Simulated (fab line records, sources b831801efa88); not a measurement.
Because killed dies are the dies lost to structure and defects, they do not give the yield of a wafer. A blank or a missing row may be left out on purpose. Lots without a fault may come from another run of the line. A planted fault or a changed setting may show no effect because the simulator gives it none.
Which tool did it?	flow sky130	18 wafers from 6 lots sampled at 2 of the route's 708 steps

WHAT THE GAUGES SHOWED, per wafer
SKY_VT_ADJUST_NCORE_CD_MEAS_07: the cd target is 380 nm.
lot	measured	on	cd_nm (nm)
L885	day 9 08:39	cd_sem-02	380.6 380.5 380.8
L887	day 9 20:46	cd_sem-02	- - -
L898	day 13 02:45	cd_sem-02	383.4 381.6 380.2
L901	day 13 19:31	cd_sem-02	380.0 379.4 377.6
L903	day 14 09:43	cd_sem-01	378.9 379.9 379.1
L906	day 15 12:48	cd_sem-01	380.2 380.9 380.4

EACH LOT AND THE TOOL THAT RAN IT (in order: tool; ch and the chambers of the sampled wafers; start)
lot	SKY_VT_ADJUST_NCORE_EXPOSE_04
L885	iline_stepper-02 ch 0, day 8 21:59
L887	iline_stepper-02 ch 0, day 9 09:12
L898	iline_stepper-01 ch 0, day 12 14:30
L901	iline_stepper-02 ch 0, day 13 06:52
L903	iline_stepper-01 ch 0, day 13 20:24
L906	iline_stepper-02 ch 0, day 14 22:29
- SKY_VT_ADJUST_NCORE_EXPOSE_04: exposes mask LVTN COMPLEMENT THIN, target cd 380 nm.

THE ANSWER, worked out from the rows above alone
Rule: usual is defined by the lots themselves. The widest of any qualifying gaps counts: lots, ordered by their means at a reading, are off when they make up no more than a third of the lots, leave a main group of 4 or more, and stand apart from it by 3 or more times the standard deviation of that group's means. A main group is skipped when, at the precision printed for the reading in the tables above, its means are all equal. A lot without any number at a reading at which 4 lots or more have one is off too. The other lots that the step has rows for count as sound.
Off, at SKY_VT_ADJUST_NCORE_CD_MEAS_07 on cd_nm: L887. Without a number there: L887. For the main group the mean is 380.2 nm and the standard deviation 0.99.
A tool fits if, at a process step before that reading, it ran every lot that is off, and no sound lot after the first of them. Those tools and the gauges at SKY_VT_ADJUST_NCORE_CD_MEAS_07 are tried in the same way. None of those tried fits.

WHAT THE SIMULATOR PUT IN
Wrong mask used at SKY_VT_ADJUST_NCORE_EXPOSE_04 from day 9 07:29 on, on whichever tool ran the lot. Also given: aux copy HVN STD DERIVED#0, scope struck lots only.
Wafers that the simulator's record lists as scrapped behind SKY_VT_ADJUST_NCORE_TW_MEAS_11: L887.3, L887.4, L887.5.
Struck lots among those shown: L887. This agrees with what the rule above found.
